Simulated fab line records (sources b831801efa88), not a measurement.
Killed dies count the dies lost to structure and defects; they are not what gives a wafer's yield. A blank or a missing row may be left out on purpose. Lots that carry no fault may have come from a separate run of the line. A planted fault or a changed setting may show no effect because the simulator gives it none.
fab line records	flow sky130
record lots=13	wafers=39	last_day=50
route steps=708 shown FIELD_ISO@22 METAL5@661 PAD_OPEN@708
lots with no fault: from the same line, run without faults
start_h: hours from the record's opening day to when the first of the lot's shown wafers began	wait_h: how many hours have passed since the lot's step before this one	" unchanged from the row above	L1.1+2: several wafers, shown together as one row	- no value, or no start was given	* or withheld: withheld	< > ~ a bound
route shown NAME@n: a module of which the file shows steps, and the number in the route of the first	usual: the fault-free wafers' mean and standard deviation	same: alike in all rows	chamber/n: place in a boat	sites: readings site by site	_std_site: standard deviation across them	_edge_site: inner sites' mean taken away from outer sites' mean	radius_mm: how far each site lies from the wafer's centre	mask NAME#n: copy n	behind: tool/chamber where the wafer was last shaped	hold: cause of the lot's hold/its duration in hours/its outcome	device: whichever transistor did not switch (one of n, p or np)	end of line: the route-end tests of the same wafers	for a step that has no rows: nothing shown but its recipe	killed: the dies lost at the first sort to structure and to defects; this is not the yield of the wafer	map: a wafer's dies, marking killed ones x, the rest . and places with no die _
set.NAME: the setting as run; set.NAME@STEP: as run at that earlier step	model.NAME: the simulator's own value behind a step, which no gauge read
the route's steps for a sample of lots (tables are steps, rows are wafers)
services: when a tool's chamber went out of use (start_h, in hours from the record's first day, below 0 if earlier), for how many hours, and the reason
## steps
# step SKY_FIELD_ISO_WET_ETCH_21
# recipe chemistry=dHF	dilution=100:1	target_depth_nm=20	dry=ipa_marangoni	target=SiO2	temp_c=25	time_s=400
# same time_s=400
lot.wafer	tool	chamber	start_h	wait_h
L583.2+3+5	wet_bench-03	2	29.57	0.0
L584.1+5+6	wet_bench-02	2	33.06	0.0
L586.2+4+5	wet_bench-04	0	46.62	0.0
L587.1+2+5	wet_bench-04	3	49.93	0.0
L588.1+4+6	wet_bench-03	1	56.58	0.0
L589.1+4+6	wet_bench-03	2	66.85	0.0
L592.2+4+6	wet_bench-03	1	76.28	0.0
L594.3+5+6	wet_bench-04	1	86.98	0.0
L596.1+2+5	wet_bench-04	2	97.57	0.0
L600.1+2+6	wet_bench-04	3	118.72	0.0
L604.1+4+6	wet_bench-03	1	141.08	0.0
L603.1+3+5	wet_bench-04	3	141.44	0.0
L605.2+5+6	wet_bench-04	3	148.14	0.0
# step SKY_METAL5_SPUTTER_00
# recipe material=Ti	target_thk_nm=15	power_w=3000	time_s=10	chamber_pressure_pa=0.4
# usual throttle_valve_pct=30.5/0.87
# same time_s=10
lot.wafer	tool	chamber	start_h	wait_h	throttle_valve_pct
L583.2	pvd_sputter-04	-	1000.57	0.1	29.6
L583.3	"	-	"	"	29.4
L583.5	"	-	"	"	29.8
L584.1	pvd_sputter-02	-	1025.87	0.1	31.3
L584.5	"	-	"	"	31.3
L584.6	"	-	"	"	31.4
L586.2	pvd_sputter-04	-	1027.04	0.1	29.7
L586.4	"	-	"	"	30.9
L586.5	"	-	"	"	29.7
L587.1	pvd_sputter-02	-	1028.41	0.2	31.4
L587.2	"	-	"	"	31.4
L587.5	"	-	"	"	29.4
L588.1	pvd_sputter-01	-	1040.12	0.2	28.4
L588.4	"	-	"	"	31.3
L588.6	"	-	"	"	30.5
L589.1	pvd_sputter-04	-	1049.37	0.1	31.0
L589.4	"	-	"	"	29.7
L589.6	"	-	"	"	31.2
L592.2	pvd_sputter-04	-	1069.56	0.2	30.9
L592.4	"	-	"	"	29.7
L592.6	"	-	"	"	31.3
L594.3	pvd_sputter-04	-	1084.54	0.1	30.6
L594.5	"	-	"	"	29.6
L594.6	"	-	"	"	30.9
L596.1	pvd_sputter-02	-	1093.28	0.2	31.3
L596.2	"	-	"	"	29.7
L596.5	"	-	"	"	31.5
L600.1	pvd_sputter-04	-	1122.93	0.1	30.8
L600.2	"	-	"	"	29.7
L600.6	"	-	"	"	31.3
L604.1	pvd_sputter-02	-	1132.38	0.2	31.3
L604.4	"	-	"	"	31.2
L604.6	"	-	"	"	31.0
L603.1	pvd_sputter-04	-	1139.94	0.2	31.0
L603.3	"	-	"	"	29.9
L603.5	"	-	"	"	31.4
L605.2	pvd_sputter-01	-	1145.44	0.2	30.3
L605.5	"	-	"	"	29.3
L605.6	"	-	"	"	31.4
# step SKY_METAL5_RS_MEAS_05
# recipe thk_meas_gauge=four-point-probe	reads=TiN_of_METAL5_SPUTTER_04+Ti_of_METAL5_SPUTTER_03+AlCu_of_METAL5_SPUTTER_02+TiN_of_METAL5_SPUTTER_01+Ti_of_METAL5_SPUTTER_00
# usual METAL5_ALCU_RS=0.02704/0.00025
lot.wafer	tool	chamber	start_h	wait_h	METAL5_ALCU_RS[ohm/sq]
L583.2	film_metro-01	-	1000.76	0.0	0.02703
L583.3	"	-	"	"	0.02671
L583.5	"	-	"	"	0.02701
L584.1	film_metro-01	-	1026.04	0.0	0.02657
L584.5	"	-	"	"	0.02686
L584.6	"	-	"	"	0.02695
L586.2	film_metro-01	-	1027.23	0.0	0.02718
L586.4	"	-	"	"	0.02699
L586.5	"	-	"	"	0.02703
L587.1	film_metro-04	-	1028.58	0.0	0.02751
L587.2	"	-	"	"	0.02707
L587.5	"	-	"	"	0.02738
L588.1	film_metro-02	-	1040.28	0.0	0.02727
L588.4	"	-	"	"	0.02753
L588.6	"	-	"	"	0.02783
L589.1	film_metro-01	-	1049.54	0.0	0.02709
L589.4	"	-	"	"	0.02752
L589.6	"	-	"	"	0.02733
L592.2	film_metro-02	-	1069.78	0.1	0.02746
L592.4	"	-	"	"	0.0271
L592.6	"	-	"	"	0.02727
L594.3	film_metro-01	-	1084.75	0.1	0.02699
L594.5	"	-	"	"	0.02683
L594.6	"	-	"	"	0.02684
L596.1	film_metro-04	-	1093.45	0.0	0.02679
L596.2	"	-	"	"	0.02673
L596.5	"	-	"	"	0.02656
L600.1	film_metro-02	-	1123.10	0.0	0.02678
L600.2	"	-	"	"	0.02649
L600.6	"	-	"	"	0.02674
L604.1	film_metro-04	-	1132.55	0.0	0.02689
L604.4	"	-	"	"	0.02703
L604.6	"	-	"	"	0.02703
L603.1	film_metro-01	-	1140.11	0.0	0.02688
L603.3	"	-	"	"	0.02711
L603.5	"	-	"	"	0.02684
L605.2	film_metro-02	-	1145.63	0.0	0.02731
L605.5	"	-	"	"	0.02655
L605.6	"	-	"	"	0.02702
# step SKY_METAL5_METAL_ETCH_15
# recipe target_depth_a=12600	stop_on=SiO2	over_etch_frac=0.2	time_s=252	chemistry=Cl2/BCl3	resist_sidewall_deg=86	pressure_mtorr=10	icp_w=900	bias_w=48.5	Cl2_flow_sccm=60	bcl3_flow_sccm=30
# usual drypump_motor_current_A=5.5/0.48	oes_product_au=0.894/0.0053	throttle_valve_pct=22.262/0.0083
# same time_s=252
lot.wafer	tool	chamber	start_h	wait_h	drypump_motor_current_A	oes_product_au	rf_hours_counter_h	throttle_valve_pct
L583.2	rie_metal-02	1	1024.13	0.1	5.1	0.895	-	22.258
L583.3	"	1	"	"	5.1	0.899	-	22.246
L583.5	"	1	"	"	5.1	0.900	-	22.257
L584.1	rie_metal-01	0	1047.67	0.0	5.9	0.902	8	22.252
L584.5	"	1	"	"	4.9	0.885	-	22.256
L584.6	"	0	"	"	5.9	0.896	-	22.266
L586.2	rie_metal-02	0	1048.76	0.0	5.7	0.901	1	22.246
L586.4	"	1	"	"	5.1	0.896	-	22.262
L586.5	"	1	"	"	5.1	0.888	-	22.268
L587.1	rie_metal-02	0	1050.56	0.0	5.7	0.900	1	22.274
L587.2	"	1	"	"	5.1	0.899	19	22.268
L587.5	"	0	"	"	5.7	0.894	-	22.243
L588.1	rie_metal-01	1	1061.36	0.0	4.9	0.893	18	22.257
L588.4	"	0	"	"	5.9	0.910	-	22.254
L588.6	"	0	"	"	5.9	0.896	-	22.249
L589.1	rie_metal-04	1	1070.56	0.0	5.3	0.895	12	22.260
L589.4	"	0	"	"	6.3	0.900	-	22.253
L589.6	"	0	"	"	6.3	0.895	-	22.250
L592.2	rie_metal-04	0	1090.76	0.0	6.3	0.898	21	22.254
L592.4	"	0	"	"	6.3	0.890	-	22.260
L592.6	"	1	"	"	5.3	0.884	-	22.268
L594.3	rie_metal-01	0	1104.94	0.1	5.9	0.895	-	22.263
L594.5	"	0	"	"	5.9	0.893	-	22.257
L594.6	"	1	"	"	4.9	0.887	-	22.264
L596.1	rie_metal-01	1	1112.31	0.0	4.9	0.888	22	22.261
L596.2	"	0	"	"	5.9	0.892	13	22.260
L596.5	"	0	"	"	5.9	0.899	-	22.261
L600.1	rie_metal-04	0	1142.36	0.0	6.3	0.889	25	22.274
L600.2	"	1	"	"	5.3	0.885	17	22.272
L600.6	"	1	"	"	5.3	0.895	-	22.257
L604.1	rie_metal-04	1	1150.37	0.0	5.3	0.891	18	22.263
L604.4	"	1	"	"	5.3	0.892	-	22.252
L604.6	"	1	"	"	5.3	0.895	-	22.261
L603.1	rie_metal-04	1	1158.11	0.0	5.3	0.892	19	22.250
L603.3	"	0	"	"	6.3	0.888	-	22.271
L603.5	"	1	"	"	5.3	0.887	-	22.267
L605.2	rie_metal-01	0	1163.07	0.0	5.9	0.897	17	22.266
L605.5	"	0	"	"	5.9	0.893	-	22.261
L605.6	"	1	"	"	4.9	0.887	-	22.262
# step SKY_PAD_OPEN_PROBE_99
# usual killed_at_M0_to_M3=44/7.3	killed_at_M4_up=3.5/1.8	killed_at_contacts=24/5.8	killed_at_front_end=16/4.3	killed_at_other=0.5/0.68	killed_dies=88/9.4	killed_open=48/6.8	killed_short=40/6.1
# same gross_dies=492	killed_at_back_side=0
lot.wafer	tool	chamber	start_h	wait_h	killed_at_M0_to_M3	killed_at_M4_up	killed_at_contacts	killed_at_front_end	killed_at_other	killed_dies	killed_open	killed_short
L588.1	prober-01	-	1105.62	0.1	38	4	12	16	1	71	43	27
L588.4	prober-01	-	1105.77	0.2	28	2	26	15	1	72	45	27
L588.6	prober-01	-	1105.87	0.2	45	3	26	11	0	85	43	42
L600.1	prober-02	-	1181.23	0.1	43	2	18	72	1	136	44	33
L600.2	prober-02	-	1181.28	0.1	44	0	22	67	0	133	37	42
L600.6	prober-02	-	1181.48	0.2	52	2	23	60	0	137	46	40
L603.1	prober-01	-	1195.28	0.1	39	3	33	67	0	142	46	39
L603.3	prober-01	-	1195.38	0.2	38	3	17	74	0	132	46	29
L603.5	prober-01	-	1195.48	0.2	35	3	25	58	0	121	37	29
L605.2	prober-02	-	1198.10	0.1	38	2	25	63	1	129	46	31
L605.5	prober-02	-	1198.25	0.2	48	4	24	61	0	137	52	35
L605.6	prober-02	-	1198.30	0.2	55	5	28	74	3	165	59	45
# killed by level:class
L588.1 VIA2:geometric_particle:open=9 VIA3:geometric_particle:open=7 CONTACT:geometric_particle:open=6 VIA1:geometric_particle:open=5 FIELD_ISO:geometric_particle:open=4 FIELD_ISO:geometric_particle:short=3 LI_CONTACT:geometric_particle:open=3 POLY_GATE:geometric_particle:open=3
L588.4 CONTACT:geometric_particle:open=12 LI_CONTACT:geometric_particle:open=7 VIA1:geometric_particle:open=7 FIELD_ISO:geometric_particle:open=5 VIA3:geometric_particle:open=5 VIA2:geometric_particle:open=4 SPACER:geometric_particle:short=3 LOCAL_INTERCONNECT:geometric_particle:short=3
L588.6 CONTACT:geometric_particle:open=8 VIA1:geometric_particle:open=8 LI_CONTACT:geometric_particle:open=7 VIA1:geometric_particle:short=7 METAL2:geometric_particle:short=7 METAL1:geometric_particle:short=6 POLY_GATE:geometric_particle:open=5 CONTACT:geometric_particle:short=5
L600.1 FIELD_ISO:unspecified=57 VIA1:geometric_particle:open=14 CONTACT:geometric_particle:open=6 VIA2:geometric_particle:open=6 FIELD_ISO:geometric_particle:short=5 CONTACT:geometric_particle:short=5 VIA3:geometric_particle:open=5 METAL1:geometric_particle:short=4
L600.2 FIELD_ISO:unspecified=51 LI_CONTACT:geometric_particle:open=7 VIA1:geometric_particle:short=7 METAL2:geometric_particle:short=6 POLY_GATE:geometric_particle:short=6 VIA2:geometric_particle:open=6 VIA3:geometric_particle:open=6 LI_CONTACT:geometric_particle:short=5
L600.6 FIELD_ISO:unspecified=50 VIA1:geometric_particle:open=12 VIA2:geometric_particle:open=11 CONTACT:geometric_particle:open=9 METAL2:geometric_particle:short=7 LI_CONTACT:geometric_particle:open=6 METAL1:geometric_particle:short=5 METAL3:geometric_particle:short=5
L603.1 FIELD_ISO:unspecified=57 VIA1:geometric_particle:open=12 LI_CONTACT:geometric_particle:open=11 CONTACT:geometric_particle:short=7 CONTACT:geometric_particle:open=7 METAL2:geometric_particle:short=6 FIELD_ISO:geometric_particle:open=5 LI_CONTACT:geometric_particle:short=5
L603.3 FIELD_ISO:unspecified=57 VIA1:geometric_particle:open=9 CONTACT:geometric_particle:open=7 METAL1:geometric_particle:short=6 FIELD_ISO:geometric_particle:open=5 FIELD_ISO:geometric_particle:short=5 LI_CONTACT:geometric_particle:open=5 VIA2:geometric_particle:open=5
L603.5 FIELD_ISO:unspecified=54 VIA1:geometric_particle:open=9 CONTACT:geometric_particle:open=9 LI_CONTACT:geometric_particle:open=7 METAL1:geometric_particle:short=6 LOCAL_INTERCONNECT:geometric_particle:short=5 METAL2:geometric_particle:short=5 VIA3:geometric_particle:open=4
L605.2 FIELD_ISO:unspecified=50 VIA1:geometric_particle:open=14 CONTACT:geometric_particle:open=8 LI_CONTACT:geometric_particle:open=7 CONTACT:geometric_particle:short=6 METAL2:geometric_particle:short=4 VIA3:geometric_particle:open=4 FIELD_ISO:geometric_particle:open=3
L605.5 FIELD_ISO:unspecified=50 LI_CONTACT:geometric_particle:open=10 VIA2:geometric_particle:open=10 VIA1:geometric_particle:open=8 VIA3:geometric_particle:open=8 CONTACT:geometric_particle:open=6 VIA1:geometric_particle:short=5 LOCAL_INTERCONNECT:geometric_particle:short=4
L605.6 FIELD_ISO:unspecified=58 VIA1:geometric_particle:open=14 VIA3:geometric_particle:open=12 LI_CONTACT:geometric_particle:open=8 CONTACT:geometric_particle:short=7 VIA1:geometric_particle:short=7 CONTACT:geometric_particle:open=6 VIA2:geometric_particle:open=6
## services
tool	chamber	start_h	hours	kind
rie_metal-01	-	9.69	4.3	pm
pvd_sputter-04	-	16.20	2.0	repair
rie_metal-04	0	23.41	22.5	repair
pvd_sputter-04	-	62.58	5.4	repair
pvd_sputter-04	-	85.61	8.7	repair
wet_bench-04	-	91.04	4.4	pm
pvd_sputter-04	-	106.71	4.8	repair
rie_metal-04	0	133.13	6.9	repair
pvd_sputter-04	-	135.61	3.7	repair
pvd_sputter-04	-	159.55	2.0	repair
rie_metal-01	1	172.36	1.1	repair
rie_metal-04	-	178.51	2.8	pm
rie_metal-01	-	247.45	0.3	repair
rie_metal-01	1	251.19	9.5	repair
rie_metal-01	0	265.41	2.5	repair
rie_metal-01	-	284.82	2.8	pm
pvd_sputter-04	-	291.63	2.1	repair
rie_metal-01	0	321.34	30.5	repair
pvd_sputter-04	-	439.81	6.3	repair
pvd_sputter-04	-	661.00	1.6	repair
pvd_sputter-04	-	705.33	2.1	repair
wet_bench-04	-	751.30	1.9	pm
pvd_sputter-04	-	835.29	12.5	repair
wet_bench-04	-	1073.00	1.2	repair
## key
first_sign step=SKY_PAD_OPEN_PROBE_99	reading=killed_at_front_end	direction=up	sigmas=12	usual=16	struck=66
effect step=SKY_PAD_OPEN_PROBE_99	reading=killed_dies	direction=up	sigmas=5.2	usual=88	struck=137
met_at SKY_FIELD_ISO_WET_ETCH_21
struck_lots L600,L603,L605
struck_wafers L600.1,L600.2,L600.6,L603.1,L603.3,L603.5,L605.2,L605.5,L605.6
tester_left_out L600,L603,L605
not_acting_at SKY_METAL5_SPUTTER_00,SKY_METAL5_RS_MEAS_05,SKY_METAL5_METAL_ETCH_15
onset_between 49.93 118.72
fault kind=chamber_particle_source	tool=wet_bench-04	chamber=3	onset_h=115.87	steps=SKY_FIELD_ISO_WET_ETCH_21	rate_per_visit_cm2=0.91228	end_h=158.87
# tester_left_out: of these lots the tester's yield and bins aren't shown, on N5 and GAA mostly nor the transistor test; their killed dies are dies lost to structure and defects alone, not to doping, threshold or leakage, so they don't give the yield
